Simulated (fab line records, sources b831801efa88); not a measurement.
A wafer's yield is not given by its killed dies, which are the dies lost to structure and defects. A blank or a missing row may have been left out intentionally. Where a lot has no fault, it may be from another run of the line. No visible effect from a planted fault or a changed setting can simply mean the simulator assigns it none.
The tool behind it: which one?	flow gf180mcu	Sampling: 12 lots, 36 wafers, 4 of 602 route steps

## WHAT THE GAUGES READ, wafer by wafer
GF_HV_LDD_OVL_MEAS_20.
lot	measured	on	HV_LDD_01_OVL (nm)
L239	day 11 06:56	overlay-01	1.8 4.0 1.1
L238	day 11 11:08	overlay-02	-0.3 -0.9 -0.5
L240	day 11 15:02	overlay-02	1.7 0.6 1.5
L241	day 12 01:56	overlay-02	1.0 2.5 1.8
L244	day 12 22:12	overlay-02	1.0 1.6 0.1
L245	day 13 03:20	overlay-02	0.4 -1.3 -1.2
L246	day 13 14:05	overlay-02	-0.1 0.6 -0.5
L247	day 13 20:35	overlay-02	0.7 2.1 1.9
L248	day 14 04:35	overlay-02	0.0 1.4 0.4
L249	day 14 11:20	overlay-01	4.0 2.1 1.3
L250	day 15 01:05	overlay-01	0.7 0.6 0.8
L251	day 15 10:29	overlay-02	0.1 0.0 0.3

GF_HV_LDD_TW_MEAS_38.
lot	measured	on	HV_LDD_3_TW
L239	day 12 02:37	filmMetro-04	1426 1425 1424
L238	day 12 07:10	filmMetro-01	1457 1465 1469
L240	day 12 11:41	filmMetro-04	1423 1429 1420
L241	day 12 22:38	filmMetro-01	1469 1461 1469
L244	day 13 18:47	filmMetro-04	1435 1439 1438
L245	day 13 23:49	filmMetro-02	1402 1414 1415
L246	day 14 11:47	filmMetro-01	1453 1458 1456
L247	day 14 18:14	filmMetro-04	1419 1423 1420
L248	day 15 02:46	filmMetro-02	1580 1571 1576
L249	day 15 08:59	filmMetro-02	1560 1565 1574
L250	day 15 23:53	filmMetro-04	1594 1603 1596
L251	day 16 09:31	filmMetro-01	1617 1629 1627

GF_HV_LDD_RS_MEAS_53: uses a four-point probe to measure.
lot	measured	on	HV_LDD_RS (ohm/sq)
L239	day 12 22:45	filmMetro-04	419.2 419.4 419.6
L238	day 13 03:12	filmMetro-04	419.2 419.7 418.9
L240	day 13 07:41	filmMetro-04	419.0 418.4 419.7
L241	day 13 18:40	filmMetro-02	418.0 420.3 419.4
L244	day 14 15:47	filmMetro-02	417.0 418.0 416.3
L245	day 14 21:00	filmMetro-02	418.2 417.8 417.4
L246	day 15 09:12	filmMetro-02	416.5 416.9 417.2
L247	day 15 15:46	filmMetro-04	417.0 417.2 418.6
L248	day 16 00:55	filmMetro-02	426.9 427.8 427.8
L249	day 16 07:16	filmMetro-02	429.9 427.6 428.6
L250	day 16 22:49	filmMetro-01	428.7 428.8 428.6
L251	day 17 08:35	filmMetro-01	429.2 428.6 429.4

## WHAT TOOL EACH LOT RAN ON (gives the tool, then ch and the chambers of the sampled wafers, and finally the start)
lot	GF_HV_LDD_IMPLANT_35
L239	implanter-02 ch 0, day 12 02:13
L238	implanter-01 ch 0, day 12 06:46
L240	implanter-01 ch 0, day 12 11:17
L241	implanter-02 ch 0, day 12 22:15
L244	implanter-01 ch 0, day 13 18:25
L245	implanter-02 ch 0, day 13 23:25
L246	implanter-01 ch 0, day 14 11:22
L247	implanter-04 ch 0, day 14 17:50
L248	implanter-04 ch 0, day 15 02:22
L249	implanter-01 ch 0, day 15 08:35
L250	implanter-02 ch 0, day 15 23:29
L251	implanter-01 ch 0, day 16 09:07
- GF_HV_LDD_IMPLANT_35

## AS READ BY THE TOOLS THEMSELVES (means over the sampled wafers that have a number; for cases with no such wafer, the mark the record gives instead)
GF_HV_LDD_IMPLANT_35.
lot	tool	beamEnergyKeV	doseIonsCm2	endStationPressureTorr (Torr)	faradayCurrentUA
L239	implanter-02	59.988	7.515e+12	5.17e-06	42.2
L238	implanter-01	60.030	7.495e+12	5.33e-06	42.2
L240	implanter-01	60.027	7.506e+12	5.04e-06	42.1
L241	implanter-02	59.990	7.486e+12	5.07e-06	42.3
L244	implanter-01	60.018	7.505e+12	5.09e-06	41.4
L245	implanter-02	59.987	7.506e+12	5.20e-06	41.3
L246	implanter-01	60.005	7.501e+12	5.16e-06	42.6
L247	implanter-04	59.998	7.515e+12	5.10e-06	42.0
L248	implanter-04	60.004	7.495e+12	5.06e-06	42.0
L249	implanter-01	60.001	7.501e+12	4.98e-06	43.2
L250	implanter-02	59.990	7.510e+12	5.12e-06	42.1
L251	implanter-01	59.983	7.503e+12	5.17e-06	43.1

## THE ANSWER, worked out from the rows above alone
Rule: the usual values come from the lots themselves. The widest of any qualifying gaps counts: lots, ordered by their means at a reading, are off when they make up no more than a third of the lots, leave a main group of 4 or more, and stand apart from it by 3 or more times the standard deviation of that group's means. A main group is skipped when, at the precision printed for the reading in the tables above, its means are all equal. A lot without any number at a reading at which 4 lots or more have one is off too. Where the step has rows for the other lots, those lots are counted as sound. Order of review: gauges by route order, followed by the tools' own readings, for which a lot's mean as printed above is used. The first step at which some lot is off is used, and at that step the reading that is off furthest; a lot without a number counts as furthest.
Off: L248, L249, L250, L251, seen at GF_HV_LDD_TW_MEAS_38 (HV_LDD_3_TW). Main group: mean 1438, sd 20.
If a tool, at a process step before that reading, ran all the lots that are off and no sound lot after the first of them, it fits. Gauges at GF_HV_LDD_TW_MEAS_38: tried the same way as those tools. Not one of the candidates tried fits.

## WHAT THE SIMULATOR HAD PUT IN
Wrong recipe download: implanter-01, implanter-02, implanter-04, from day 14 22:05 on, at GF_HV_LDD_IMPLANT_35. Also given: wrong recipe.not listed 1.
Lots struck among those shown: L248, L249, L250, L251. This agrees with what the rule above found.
